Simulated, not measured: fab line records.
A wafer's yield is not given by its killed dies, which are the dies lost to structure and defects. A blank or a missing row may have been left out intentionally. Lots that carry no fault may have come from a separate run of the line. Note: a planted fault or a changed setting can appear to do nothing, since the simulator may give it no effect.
Which of the tools did it? ; flow gf180mcu ; 36 wafers from 12 lots sampled at 6 of the route's 602 steps

## WHAT EACH GAUGE READ, for each wafer
GF_HV_LDD_CD_MEAS_19: target cd 400 nm. Usual: 400.0 nm for cdNm, sd 2.3.
lot;measured;on;cdNm (nm);flag
L606;day 11 02:11;cdSem-02;399.0 397.9 398.8;
L607;day 11 11:58;cdSem-01;401.9 400.5 401.5;
L608;day 11 17:56;cdSem-02;399.2 398.5 400.8;
L610;day 12 08:56;cdSem-02;394.3 397.2 393.0;
L611;day 12 18:07;cdSem-01;400.6 401.9 402.5;
L614;day 13 19:12;cdSem-01;401.4 396.9 397.7;
L616;day 14 05:11;cdSem-02;402.0 400.9 403.6;
L618;day 14 20:17;cdSem-02;- - -;OFF
L623;day 16 12:20;cdSem-02;399.6 403.3 403.7;
L624;day 16 18:56;cdSem-01;399.8 399.0 401.3;
L626;day 17 11:35;cdSem-01;399.3 400.1 400.1;
L628;day 17 21:26;cdSem-01;401.7 399.4 401.8;

GF_HV_LDD_TW_MEAS_23. Usual: HV_LDD_2_TW 1053, standard deviation 6.3.
lot;measured;on;HV_LDD_2_TW;flag
L606;day 11 02:35;filmMetro-01;1049 1048 1058;
L607;day 11 12:21;filmMetro-01;1051 1050 1056;
L608;day 11 18:20;filmMetro-03;1058 1046 1052;
L610;day 12 09:19;filmMetro-01;1064 1057 1057;
L611;day 12 18:30;filmMetro-04;1049 1050 1052;
L614;day 13 19:36;filmMetro-01;1063 1058 1059;
L616;day 14 05:36;filmMetro-04;1042 1043 1043;
L618;day 14 20:40;filmMetro-04;30 30 30;OFF
L623;day 16 12:44;filmMetro-04;1054 1053 1050;
L624;day 16 19:19;filmMetro-04;1043 1057 1051;
L626;day 17 11:59;filmMetro-04;1055 1064 1055;
L628;day 17 21:50;filmMetro-03;1047 1046 1046;

GF_HV_LDD_TW_MEAS_38. Usual: HV_LDD_3_TW 1429, standard deviation 7.2.
lot;measured;on;HV_LDD_3_TW;flag
L606;day 11 22:11;filmMetro-04;1438 1436 1441;
L607;day 12 08:15;filmMetro-03;1425 1420 1410;
L608;day 12 13:50;filmMetro-03;1419 1422 1423;
L610;day 13 06:10;filmMetro-03;1431 1436 1439;
L611;day 13 14:54;filmMetro-03;1435 1429 1436;
L614;day 14 17:06;filmMetro-04;1424 1425 1426;
L616;day 15 03:38;filmMetro-04;1428 1437 1438;
L618;day 15 17:31;filmMetro-01;1592 1593 1587;OFF
L623;day 17 11:32;filmMetro-03;1420 1426 1427;
L624;day 17 18:41;filmMetro-03;1424 1415 1420;
L626;day 18 12:30;filmMetro-03;1431 1437 1435;
L628;day 18 22:39;filmMetro-01;1430 1433 1433;

GF_V2_BOW_MEAS_05. Usual: V2_BOW 100 um, standard deviation 7.9.
lot;measured;on;V2_BOW (um);flag
L606;day 19 16:26;filmMetro-04;109 106 112;
L607;day 20 03:30;filmMetro-01;83 92 93;
L608;day 20 11:01;filmMetro-04;103 104 103;
L610;day 21 06:29;filmMetro-04;107 109 99;
L611;day 21 14:38;filmMetro-01;112 100 96;
L614;day 22 22:37;filmMetro-01;106 103 105;
L616;day 23 09:25;filmMetro-01;101 103 94;
L623;day 25 16:55;filmMetro-01;95 105 114;
L624;day 26 01:40;filmMetro-03;110 109 112;
L626;day 26 16:01;filmMetro-03;94 101 100;
L628;day 27 02:28;filmMetro-03;110 102 103;

GF_M3_RS_MEAS_05: measures by four-point-probe. Usual: M3_ALCU_RS 0.0694 ohm/sq, standard deviation 0.00065.
lot;measured;on;M3_ALCU_RS (ohm/sq);flag
L606;day 20 18:21;filmMetro-01;0.0687 0.0684 0.0688;
L607;day 21 05:07;filmMetro-03;0.0701 0.0696 0.0697;
L608;day 21 12:53;filmMetro-02;0.0701 0.0695 0.0698;
L610;day 22 08:12;filmMetro-02;0.0687 0.0688 0.0687;
L611;day 22 15:44;filmMetro-01;0.0690 0.0690 0.0690;
L614;day 23 23:20;filmMetro-02;0.0691 0.0689 0.0686;
L616;day 24 09:31;filmMetro-03;0.0692 0.0691 0.0696;
L623;day 26 15:18;filmMetro-01;0.0694 0.0687 0.0696;
L624;day 26 23:52;filmMetro-02;0.0701 0.0704 0.0705;
L626;day 27 13:52;filmMetro-02;0.0692 0.0695 0.0686;
L628;day 27 23:28;filmMetro-02;0.0685 0.0688 0.0677;

## EACH LOT AND THE TOOL THAT RAN IT (in order: tool; ch and the chambers of the sampled wafers; start)
lot;GF_HV_LDD_EXPOSE_16
L606;ilineStepper-01 ch 0, day 10 17:13
L607;ilineStepper-01 ch 0, day 11 03:01
L608;ilineStepper-02 ch 0, day 11 08:37
L610;ilineStepper-02 ch 0, day 11 23:13
L611;ilineStepper-01 ch 0, day 12 08:29
L614;ilineStepper-02 ch 0, day 13 09:32
L616;ilineStepper-02 ch 0, day 13 18:59
L618;ilineStepper-01 ch 0, day 14 09:59
L623;ilineStepper-01 ch 0, day 16 01:14
L624;ilineStepper-01 ch 0, day 16 07:38
L626;ilineStepper-01 ch 0, day 17 00:17
L628;ilineStepper-02 ch 0, day 17 10:29
- GF_HV_LDD_EXPOSE_16: exposes mask Pplus LV AREA, target cd 400 nm.

## WHAT THE TOOLS THEMSELVES READ (means of the sampled wafers that have a number; where no wafer has one, the mark that the record gives instead)
The record holds no such reading with a usual standard deviation.

## THE ANSWER, worked out from the rows above alone
Rule: lot off if the mean of its wafers having a number is beyond 3 standard deviations from the usual mean. A lot without any number at a reading at which 4 lots or more have one is off too. All remaining lots with rows at the step are treated as sound. First the gauges in route order, then the tools' own readings, where a lot's mean is used as printed above. At the first step where some lot is off, the reading lying furthest off is the one used; lots without a number count as furthest.
Off, at GF_HV_LDD_CD_MEAS_19 on cdNm: L618. Without a number there: L618.
If a tool, at a process step before that reading, ran all the lots that are off and no sound lot after the first of them, it fits. Not tried: the gauges at GF_HV_LDD_CD_MEAS_19; whatever is off there is also off at GF_HV_LDD_TW_MEAS_23, on other tools, and gauge error can't account for it. Not one of the candidates tried fits.

## WHAT THE SIMULATOR HAD INSERTED
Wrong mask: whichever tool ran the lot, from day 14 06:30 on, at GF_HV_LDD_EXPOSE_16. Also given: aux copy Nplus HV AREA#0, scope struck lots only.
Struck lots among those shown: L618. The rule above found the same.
